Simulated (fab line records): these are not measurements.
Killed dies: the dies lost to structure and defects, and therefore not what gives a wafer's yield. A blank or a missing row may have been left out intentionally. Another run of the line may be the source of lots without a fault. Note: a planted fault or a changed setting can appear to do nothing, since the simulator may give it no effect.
A lot that was struck, set against a sound lot -- flow gf180mcu -- 14 out of 602 route steps
Sound: these wafers, L496.1, L496.3, L496.4. Struck: wafers L511.2, L511.4 (left out: L511.3, a lot-mate that was not struck); the cause follows at the end.
At each step with rows: each side's tool, then ch and its chambers, then its first start. Under that, the readings that differ: sound wafers -- struck wafers -- difference of the means -- sigmas: that difference in standard deviations of wafers without a fault.
alike: same words and numbers on both sides, and readings whose means sit less than 2 such deviations apart. not compared: any withheld reading, any reading some wafer has no value for, any bound like >300 that may hide the same value, and any number with overlapping values for which the record gives no deviation.
Wherever a step has rows on one side only, a row that says differs or no value, or a row with sigmas, the two part there. Numbers that have no deviation but don't overlap get no sigmas and don't part them. Lack of a reading on every wafer of one side parts them only where that side has two or more wafers.

first, 4 steps without rows for these wafers: GF_V5_STRIP_18 (strips in O2/N2); GF_V5_STRIP_19 (strips in post etch residue remover, time 1200 s); GF_V5_CLEAN_20 (cleans in DIW); GF_V5_SPUTTER_21 (material Ti, target thk 15 nm, time 80.02 s).
GF_V5_SPUTTER_22: material TiN, target thk 10 nm, time 40 s.
  sound on pvd sputter-04 at day 27 00:25; struck on pvd sputter-04 at day 31 20:14
  alike: throttle valve pct
then, 1 step without rows for these wafers: GF_V5_CVD_23 (deposits W, target thk 350 nm, time 104.9 s).
GF_V5_RS_MEAS_24: a four-point-probe measurement.
  sound on film metro-01 at day 27 00:34; struck on film metro-02 at day 31 20:24
  alike: V5_W_RS
GF_V5_THK_MEAS_25: measures by xrf.
  sound on film metro-01 at day 27 00:41; struck on film metro-02 at day 31 20:31
  alike: V5_W_THK
GF_V5_CMP_26: polishes, stops on SiO2, t overpolish 15 s, target thk 0 nm.
  sound on cmp-02 ch 0,1,2, day 27 00:44; struck on cmp-02 ch 2,3, day 31 20:34
  alike: motor current A, overpolish run s, time to endpoint s
then, 1 step without rows for these wafers: GF_TOP_METAL_SPUTTER_00 (material Ti, target thk 37.5 nm, time 150 s).
GF_TOP_METAL_SPUTTER_01: material TiN, target thk 30 nm, time 25 s.
  sound on pvd sputter-01 at day 27 01:08; struck on pvd sputter-01 at day 31 20:58
  alike: throttle valve pct
GF_TOP_METAL_SPUTTER_02: material AlCu, target thk 900 nm, time 47.82 s.
  sound on pvd sputter-01 at day 27 01:10; struck on pvd sputter-01 at day 31 20:59
  alike: throttle valve pct
GF_TOP_METAL_SPUTTER_03: material Ti, target thk 5 nm, time 3.3 s.
  sound on pvd sputter-01 at day 27 01:13; struck on pvd sputter-01 at day 31 21:02
reading,sound,struck,difference,sigmas
model.Ti_of_TOP_METAL_SPUTTER_03.thk nm (nm),4.828 4.73 4.85,7.692 7.741,+2.914,
  alike: throttle valve pct
GF_TOP_METAL_SPUTTER_04: material TiN, target thk 25 nm, time 20.8 s.
  sound on pvd sputter-01 at day 27 01:14; struck on pvd sputter-01 at day 31 21:03
  alike: throttle valve pct

## WHERE THEY PART
Nowhere in this record.

WHY: the cause the simulator had injected
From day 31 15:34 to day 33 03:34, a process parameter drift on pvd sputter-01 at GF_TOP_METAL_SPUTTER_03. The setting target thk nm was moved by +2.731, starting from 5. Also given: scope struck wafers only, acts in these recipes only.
